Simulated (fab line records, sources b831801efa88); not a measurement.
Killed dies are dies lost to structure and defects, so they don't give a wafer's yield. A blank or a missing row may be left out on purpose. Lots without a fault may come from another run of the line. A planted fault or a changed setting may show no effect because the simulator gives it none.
Which tool did it? | flow sky130 | 24 lots, 72 wafers sampled, at 5 steps of a route of 708

WHAT THE GAUGES READ, wafer by wafer
SKY_CONTACT_OVL_MEAS_15. Usual: CONTACT_OVL 1 nm, standard deviation 5.5.
lot  | measured     | on         | CONTACT_OVL (nm) | flag
L074 | day 31 12:14 | overlay-02 | 3 0 -6           |
L075 | day 31 19:58 | overlay-02 | -1 -3 -1         |
L076 | day 32 14:34 | overlay-01 | -3 4 -3          |
L077 | day 33 06:31 | overlay-01 | 10 4 0           |
L078 | day 33 12:41 | overlay-01 | 0 -2 3           |
L080 | day 33 23:17 | overlay-01 | -1 0 -2          |
L079 | day 34 00:26 | overlay-01 | 1 9 2            |
L081 | day 34 03:19 | overlay-02 | -4 -7 -3         |
L082 | day 34 08:47 | overlay-01 | -1 -3 3          |
L083 | day 34 15:32 | overlay-01 | 8 17 10          |
L085 | day 35 09:02 | overlay-02 | 4 5 3            |
L084 | day 35 10:31 | overlay-01 | 4 2 4            |
L086 | day 35 12:16 | overlay-02 | -8 -6 -3         |
L087 | day 35 20:29 | overlay-01 | 9 9 5            |
L088 | day 36 09:22 | overlay-01 | 1 2 -1           |
L089 | day 36 14:32 | overlay-02 | -1 -5 -6         |
L090 | day 36 20:01 | overlay-01 | 9 15 16          |
L091 | day 37 01:44 | overlay-01 | 4 2 4            |
L092 | day 37 11:19 | overlay-01 | -9 -6 -3         |
L093 | day 37 14:01 | overlay-02 | -1 -2 -1         |
L094 | day 37 17:38 | overlay-01 | -2 1 -3          |
L095 | day 38 02:53 | overlay-02 | 6 2 4            |
L096 | day 39 02:34 | overlay-01 | 5 6 10           |
L097 | day 39 03:13 | overlay-01 | 2 -4 -3          |

SKY_METAL1_OVL_MEAS_16. Usual: METAL1_OVL -1 nm, standard deviation 5.3.
lot  | measured     | on         | METAL1_OVL (nm) | flag
L074 | day 32 17:21 | overlay-02 | 2 4 3           |
L075 | day 33 00:55 | overlay-01 | 2 1 3           |
L076 | day 33 19:08 | overlay-02 | 5 8 6           |
L077 | day 34 11:25 | overlay-02 | -1 0 0          |
L078 | day 34 17:06 | overlay-02 | 2 5 6           |
L080 | day 35 04:05 | overlay-02 | 5 -8 -2         |
L079 | day 35 05:13 | overlay-01 | -7 2 -8         |
L081 | day 35 06:49 | overlay-01 | 6 5 6           |
L082 | day 35 12:59 | overlay-02 | 0 -3 5          |
L083 | day 35 20:04 | overlay-02 | 6 4 1           |
L085 | day 36 12:55 | overlay-01 | -2 2 -6         |
L084 | day 36 15:11 | overlay-02 | -1 7 -1         |
L086 | day 36 16:47 | overlay-02 | -12 -5 -15      |
L087 | day 37 00:35 | overlay-02 | -1 -5 -3        |
L088 | day 37 13:46 | overlay-02 | -12 -12 -6      |
L089 | day 37 18:08 | overlay-02 | 0 -3 -4         |
L090 | day 38 00:02 | overlay-01 | 2 3 5           |
L091 | day 38 05:35 | overlay-01 | 12 6 10         |
L092 | day 38 15:01 | overlay-01 | 3 1 2           |
L093 | day 38 17:20 | overlay-02 | -3 -3 0         |
L094 | day 38 20:30 | overlay-01 | -4 3 -2         |
L095 | day 39 05:34 | overlay-01 | -2 -6 -1        |
L096 | day 40 04:32 | overlay-01 | -1 -3 -8        |
L097 | day 40 05:41 | overlay-02 | -4 4 0          |

SKY_VIA2_RS_MEAS_22: measures by four-point-probe. Usual: VIA2_W_RS 0.271 ohm/sq, standard deviation 0.0038.
lot  | measured     | on            | VIA2_W_RS (ohm/sq) | flag
L074 | day 36 07:20 | film_metro-04 | 0.275 0.269 0.275  |
L075 | day 36 12:23 | film_metro-03 | 0.274 0.273 0.275  |
L076 | day 37 07:35 | film_metro-04 | 0.270 0.271 0.271  |
L077 | day 37 23:59 | film_metro-03 | 0.269 0.264 0.272  |
L078 | day 38 04:52 | film_metro-04 | 0.272 0.274 0.269  |
L080 | day 38 17:16 | film_metro-01 | 0.264 0.273 0.268  |
L079 | day 38 17:48 | film_metro-01 | 0.275 0.269 0.275  |
L081 | day 38 18:20 | film_metro-01 | 0.266 0.267 0.265  |
L082 | day 39 01:01 | film_metro-03 | 0.270 0.267 0.269  |
L083 | day 39 05:32 | film_metro-03 | 0.265 0.271 0.271  |
L085 | day 39 22:31 | film_metro-04 | 0.267 0.276 0.270  |
L084 | day 40 01:53 | film_metro-03 | 0.266 0.271 0.264  |
L086 | day 40 03:54 | film_metro-03 | 0.267 0.266 0.277  |
L087 | day 40 09:25 | film_metro-03 | 0.263 0.264 0.268  |
L088 | day 40 21:30 | film_metro-04 | 0.273 0.277 0.272  |
L089 | day 41 01:46 | film_metro-04 | 0.277 0.277 0.276  |
L090 | day 41 07:41 | film_metro-04 | 0.265 0.267 0.269  |
L091 | day 41 13:44 | film_metro-04 | 0.272 0.271 0.270  |
L092 | day 41 20:01 | film_metro-04 | 0.271 0.276 0.269  |
L093 | day 41 23:31 | film_metro-01 | 0.277 0.272 0.273  |
L094 | day 42 04:26 | film_metro-03 | 0.271 0.275 0.273  |
L095 | day 42 11:05 | film_metro-01 | 0.272 0.272 0.269  |
L096 | day 43 08:55 | film_metro-03 | 0.274 0.276 0.272  |
L097 | day 43 09:56 | film_metro-03 | 0.270 0.268 0.271  |

SKY_METAL3_CD_MEAS_13: target cd 300 nm. Usual: cd_nm 300.0 nm, standard deviation 1.3.
lot  | measured     | on        | cd_nm (nm)        | flag
L074 | day 38 12:28 | cd_sem-02 | 300.0 299.1 300.2 |
L075 | day 38 17:40 | cd_sem-01 | 298.9 298.3 298.1 |
L076 | day 39 11:08 | cd_sem-02 | 300.2 301.2 301.7 |
L077 | day 40 03:44 | cd_sem-01 | 299.2 299.6 298.7 |
L078 | day 40 08:02 | cd_sem-02 | 302.3 300.8 300.8 |
L080 | day 40 19:04 | cd_sem-01 | 298.3 299.3 299.0 |
L079 | day 40 20:46 | cd_sem-01 | 302.5 300.9 300.7 |
L081 | day 40 21:11 | cd_sem-01 | 300.1 298.2 299.6 |
L082 | day 41 04:17 | cd_sem-02 | 297.0 299.8 299.3 |
L083 | day 41 07:20 | cd_sem-01 | 298.2 299.0 298.1 |
L085 | day 41 23:44 | cd_sem-02 | 299.7 297.5 297.8 |
L084 | day 42 02:49 | cd_sem-02 | 297.3 298.1 298.0 |
L086 | day 42 05:10 | cd_sem-02 | 299.6 300.4 300.3 |
L087 | day 42 09:47 | cd_sem-02 | 301.0 299.7 301.5 |
L088 | day 42 22:01 | cd_sem-02 | 300.2 300.4 300.5 |
L089 | day 43 02:32 | cd_sem-02 | 300.6 299.9 300.9 |
L090 | day 43 07:44 | cd_sem-01 | 300.4 300.6 299.6 |
L091 | day 43 14:54 | cd_sem-01 | 301.9 302.5 301.6 |
L092 | day 43 19:50 | cd_sem-01 | 301.0 300.8 298.7 |
L093 | day 43 23:07 | cd_sem-01 | 300.6 299.3 299.2 |
L094 | day 44 04:20 | cd_sem-01 | 301.3 300.1 300.1 |
L095 | day 44 10:47 | cd_sem-01 | 302.7 301.9 302.3 |
L096 | day 45 05:56 | cd_sem-01 | 299.4 300.0 299.6 |
L097 | day 45 06:29 | cd_sem-01 | 300.1 300.3 299.3 |

WHICH TOOL RAN EACH LOT (tool, then ch and the chambers of the sampled wafers, then the start)
lot  | SKY_METAL1_SPUTTER_03
L074 | pvd_sputter-03, day 31 13:46
L075 | pvd_sputter-02, day 31 21:27
L076 | pvd_sputter-03, day 32 16:06
L077 | pvd_sputter-02, day 33 08:02
L078 | pvd_sputter-04, day 33 14:14
L080 | pvd_sputter-03, day 34 00:51
L079 | pvd_sputter-04, day 34 01:55
L081 | pvd_sputter-04, day 34 04:49
L082 | pvd_sputter-03, day 34 10:21
L083 | pvd_sputter-03, day 34 17:04
L085 | pvd_sputter-03, day 35 10:34
L084 | pvd_sputter-04, day 35 12:00
L086 | pvd_sputter-03, day 35 13:45
L087 | pvd_sputter-04, day 35 22:02
L088 | pvd_sputter-02, day 36 10:51
L089 | pvd_sputter-03, day 36 16:01
L090 | pvd_sputter-02, day 36 21:32
L091 | pvd_sputter-04, day 37 03:13
L092 | pvd_sputter-04, day 37 12:48
L093 | pvd_sputter-02, day 37 15:31
L094 | pvd_sputter-02, day 37 19:09
L095 | pvd_sputter-04, day 38 04:29
L096 | pvd_sputter-04, day 39 04:04
L097 | pvd_sputter-02, day 39 04:43
- SKY_METAL1_SPUTTER_03: material Ti, target thk 5 nm, time 3.3 s.

WHAT THE TOOLS THEMSELVES READ (means of the sampled wafers that have a number; where no wafer has one, the mark that the record gives instead)
SKY_METAL1_SPUTTER_03. Usual: throttle_valve_pct 30.5 %, standard deviation 1.1.
lot  | tool           | throttle_valve_pct (%) | flag
L074 | pvd_sputter-03 | 29.6                   |
L075 | pvd_sputter-02 | 29.4                   |
L076 | pvd_sputter-03 | 29.6                   |
L077 | pvd_sputter-02 | 30.3                   |
L078 | pvd_sputter-04 | 31.3                   |
L080 | pvd_sputter-03 | 29.7                   |
L079 | pvd_sputter-04 | 31.4                   |
L081 | pvd_sputter-04 | 31.7                   |
L082 | pvd_sputter-03 | 29.6                   |
L083 | pvd_sputter-03 | 29.6                   |
L085 | pvd_sputter-03 | 29.6                   |
L084 | pvd_sputter-04 | 31.1                   |
L086 | pvd_sputter-03 | 29.6                   |
L087 | pvd_sputter-04 | 30.4                   |
L088 | pvd_sputter-02 | 30.6                   |
L089 | pvd_sputter-03 | 30.0                   |
L090 | pvd_sputter-02 | 30.5                   |
L091 | pvd_sputter-04 | 31.7                   |
L092 | pvd_sputter-04 | 31.1                   |
L093 | pvd_sputter-02 | 30.2                   |
L094 | pvd_sputter-02 | 29.3                   |
L095 | pvd_sputter-04 | 32.0                   |
L096 | pvd_sputter-04 | 31.6                   |
L097 | pvd_sputter-02 | 29.5                   |

THE ANSWER, worked out from the rows above alone
Rule: a lot is off if the mean of its wafers that have a number lies more than 3 standard deviations from the usual mean. A lot without any number at a reading at which 4 lots or more have one is off too. The other lots that the step has rows for count as sound. The gauges are gone through in route order, then the tools' own readings, and for those a lot's mean is taken as printed above. The first step at which some lot is off is used, and at that step the reading that is off furthest; a lot without a number counts as furthest.
No lot is off at any reading shown: from this, nothing can be told.

WHAT THE SIMULATOR HAD PUT IN
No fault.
